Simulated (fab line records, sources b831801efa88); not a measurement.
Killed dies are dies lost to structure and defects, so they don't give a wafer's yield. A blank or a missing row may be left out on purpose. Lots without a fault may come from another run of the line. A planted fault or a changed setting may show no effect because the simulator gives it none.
Which tool did it? | flow gf180mcu | 14 lots, 42 wafers sampled, at 2 steps of a route of 602

WHAT THE GAUGES READ, wafer by wafer
GF_SAB_OVL_MEAS_10.
lot  | measured     | on         | SAB_OVL (nm)
L608 | day 15 01:11 | overlay-02 | -1.8 -1.0 -0.5
L610 | day 15 23:07 | overlay-02 | -1.7 -1.9 -1.8
L612 | day 16 15:13 | overlay-01 | -0.7 -1.2 0.0
L613 | day 17 05:49 | overlay-02 | 0.6 -0.1 -1.7
L615 | day 17 19:28 | overlay-02 | 0.6 1.3 2.1
L621 | day 19 22:04 | overlay-01 | 1.6 1.9 3.6
L622 | day 20 06:34 | overlay-01 | -1.3 -1.1 -1.9
L623 | day 20 13:55 | overlay-01 | -1.2 -2.0 -1.5
L624 | day 20 22:46 | overlay-02 | 1.5 0.9 1.1
L625 | day 21 04:26 | overlay-01 | -2.5 -1.9 -2.6
L627 | day 21 22:19 | overlay-02 | -1.6 1.0 -1.4
L629 | day 22 12:40 | overlay-02 | 0.5 0.0 -2.3
L630 | day 22 16:01 | overlay-02 | 0.5 -0.8 -0.8
L631 | day 23 06:58 | overlay-02 | -1.3 -0.5 -1.9

WHICH TOOL RAN EACH LOT (tool, then ch and the chambers of the sampled wafers, then the start)
lot  | GF_DUAL_GATE_WET_ETCH_12
L608 | wet_bench-01 ch 1, day 8 06:35
L610 | wet_bench-01 ch 1, day 9 00:44
L612 | wet_bench-03 ch 0, day 9 11:40
L613 | wet_bench-04 ch 3, day 9 22:55
L615 | wet_bench-04 ch 3, day 10 09:20
L621 | wet_bench-01 ch 0, day 12 03:26
L622 | wet_bench-01 ch 0, day 12 11:05
L623 | wet_bench-03 ch 2, day 12 17:46
L624 | wet_bench-03 ch 3, day 13 01:37
L625 | wet_bench-03 ch 3, day 13 06:52
L627 | wet_bench-03 ch 3, day 13 20:05
L629 | wet_bench-04 ch 0, day 14 12:14
L630 | wet_bench-04 ch 1, day 14 16:04
L631 | wet_bench-03 ch 0, day 15 00:32
- GF_DUAL_GATE_WET_ETCH_12: etches SiO2 in dHF, target depth 13 nm, time 260 s.

WHAT THE TOOLS THEMSELVES READ (means of the sampled wafers that have a number; where no wafer has one, the mark that the record gives instead)
GF_DUAL_GATE_WET_ETCH_12.
lot  | tool         | bath_heat_duty_pct (%) | temp_c (C)
L608 | wet_bench-01 | 6.8                    | 24.82
L610 | wet_bench-01 | 6.7                    | 25.07
L612 | wet_bench-03 | 4.8                    | 24.95
L613 | wet_bench-04 | 7.8                    | 25.07
L615 | wet_bench-04 | 7.2                    | 25.07
L621 | wet_bench-01 | 0.0                    | 8.17
L622 | wet_bench-01 | 0.0                    | 8.37
L623 | wet_bench-03 | 6.1                    | 24.93
L624 | wet_bench-03 | 6.3                    | 24.94
L625 | wet_bench-03 | 5.9                    | 25.10
L627 | wet_bench-03 | 6.0                    | 25.04
L629 | wet_bench-04 | 9.5                    | 24.96
L630 | wet_bench-04 | 7.3                    | 24.96
L631 | wet_bench-03 | 5.0                    | 25.10

THE ANSWER, worked out from the rows above alone
Rule: what is usual is taken from the lots themselves. Put in order of their means at a reading, lots are off if they are a third of the lots or fewer, leave a main group of 4 or more, and stand apart from it by a gap of 3 or more times the standard deviation of the main group's means; of several such gaps the widest counts. A main group whose means are all the same, to the digits that the tables above print for the reading, isn't used. A lot without any number at a reading at which 4 lots or more have one is off too. The other lots that the step has rows for count as sound. The gauges are gone through in route order, then the tools' own readings, and for those a lot's mean is taken as printed above. The first step at which some lot is off is used, and at that step the reading that is off furthest; a lot without a number counts as furthest.
Off: L621, L622, at GF_DUAL_GATE_WET_ETCH_12 (temp_c). The main group: mean 25.00 C, standard deviation 0.083.
A tool fits if, at that step or a process step before it, it ran every lot that is off, and no sound lot after the first of them. One fits: wet_bench-01 at GF_DUAL_GATE_WET_ETCH_12. Its last sound lot is L610 (day 9 00:44), its first lot that is off L621 (day 12 03:26): a fault that began between those two fits.
The tool's own readings at GF_DUAL_GATE_WET_ETCH_12 bear it out: on the lots that are off they differ by more than 5 times the standard deviation of the sound lots' means. bath_heat_duty_pct reads 0.0 % there against 6.6 % on the sound lots; temp_c reads 8.27 C there against 25.00 C on the sound lots.

WHAT THE SIMULATOR HAD PUT IN
Process parameter drift: wet_bench-01, from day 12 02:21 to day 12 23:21, at GF_DUAL_GATE_WET_ETCH_12. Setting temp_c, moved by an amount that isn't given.
Lots struck among those shown: L621, L622. The rule above found the same.
